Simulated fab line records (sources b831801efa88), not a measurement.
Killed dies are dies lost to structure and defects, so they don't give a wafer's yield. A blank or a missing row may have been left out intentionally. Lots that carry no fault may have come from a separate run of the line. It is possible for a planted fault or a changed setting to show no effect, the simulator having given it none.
Chamber matching + flow gf180mcu + GF_STI_ETCH_14 on rie si-02 has 4 sister chambers
The step etches Si in HBr/Cl2/O2, target depth 360 nm, time 102.9 s. 16 wafers are shown with their chamber, then 8 later ones without.

== WAFERS WITH THEIR CHAMBER ==
| wafer  | chamber | drypump motor current A (A) | oes product au (a.u.) | mfc cl2 sccm (sccm) |
|--------|---------|-----------------------------|-----------------------|---------------------|
| L331.1 | 1       | 5.37                        | 0.978                 | 39.84               |
| L331.5 | 2       | 5.90                        | 0.981                 | 40.04               |
| L331.6 | 3       | 5.89                        | 0.986                 | 39.94               |
| L335.3 | 3       | 5.89                        | 0.988                 | 39.97               |
| L335.4 | 0       | 5.60                        | 1.005                 | 39.88               |
| L335.5 | 3       | 5.94                        | 0.993                 | 39.85               |
| L336.3 | 3       | 5.90                        | 0.996                 | 40.10               |
| L336.5 | 2       | 5.86                        | 0.995                 | 40.05               |
| L336.6 | 3       | 5.89                        | 0.996                 | 40.12               |
| L338.2 | 3       | 5.90                        | 0.990                 | 40.05               |
| L338.3 | 2       | 5.89                        | 0.978                 | 40.11               |
| L338.6 | 0       | 5.65                        | 1.009                 | 39.74               |
| L339.3 | 0       | 5.63                        | 1.005                 | 39.93               |
| L339.5 | 1       | 5.36                        | 0.978                 | 40.00               |
| L339.6 | 0       | 5.64                        | 1.011                 | 39.92               |
| L347.3 | 2       | 5.89                        | 0.987                 | 40.08               |

SIGNATURES (means of the wafers above)
| reading                 | chamber 0 | chamber 1 | chamber 2 | chamber 3 | scatter within a chamber |
|-------------------------|-----------|-----------|-----------|-----------|--------------------------|
| drypump motor current A | 5.6300    | 5.3650    | 5.8850    | 5.9017    | 0.0188                   |
| oes product au          | 1.00750   | 0.97800   | 0.98525   | 0.99150   | 0.00486                  |
| mfc cl2 sccm            | 39.8675   | 39.9200   | 40.0700   | 40.0050   | 0.0879                   |
Rule: a wafer lies at a distance from a chamber equal to the root of the sum of squares, over the readings, of (its reading less the chamber's mean, divided by the reading's scatter). The wafer belongs to the nearest chamber; if the next one is less than 2 further off, it can't be placed. The scatter is the square root of a quotient: the sum, over the shown wafers, of each reading's squared deviation from its chamber's mean, divided by wafers minus chambers.

== WAFERS WITH NO CHAMBER GIVEN ==
| wafer  | drypump motor current A (A) | oes product au (a.u.) | mfc cl2 sccm (sccm) |
|--------|-----------------------------|-----------------------|---------------------|
| L347.4 | 5.60                        | 0.992                 | 39.98               |
| L347.6 | 5.63                        | 0.997                 | 39.90               |
| L348.1 | 5.34                        | 0.994                 | 39.91               |
| L348.3 | 5.84                        | 0.984                 | 39.77               |
| L348.5 | 5.66                        | 0.988                 | 40.15               |
| L352.1 | 5.91                        | 0.983                 | 40.09               |
| L352.4 | 5.63                        | 0.995                 | 40.01               |
| L352.5 | 5.36                        | 0.980                 | 39.95               |

== EACH ONE'S CHAMBER ==
| wafer  | from the rows above     | in truth |
|--------|-------------------------|----------|
| L347.4 | 0                       | 0        |
| L347.6 | 0                       | 0        |
| L348.1 | 1                       | 1        |
| L348.3 | can't be placed: 2 or 3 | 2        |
| L348.5 | 0                       | 0        |
| L352.1 | can't be placed: 2 or 3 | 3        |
| L352.4 | 0                       | 0        |
| L352.5 | 1                       | 1        |
Placed correctly: 6 of 8. Cannot be placed on the basis of these rows: 2; the candidates contain the true chamber in 2. Wrongly placed: 0.
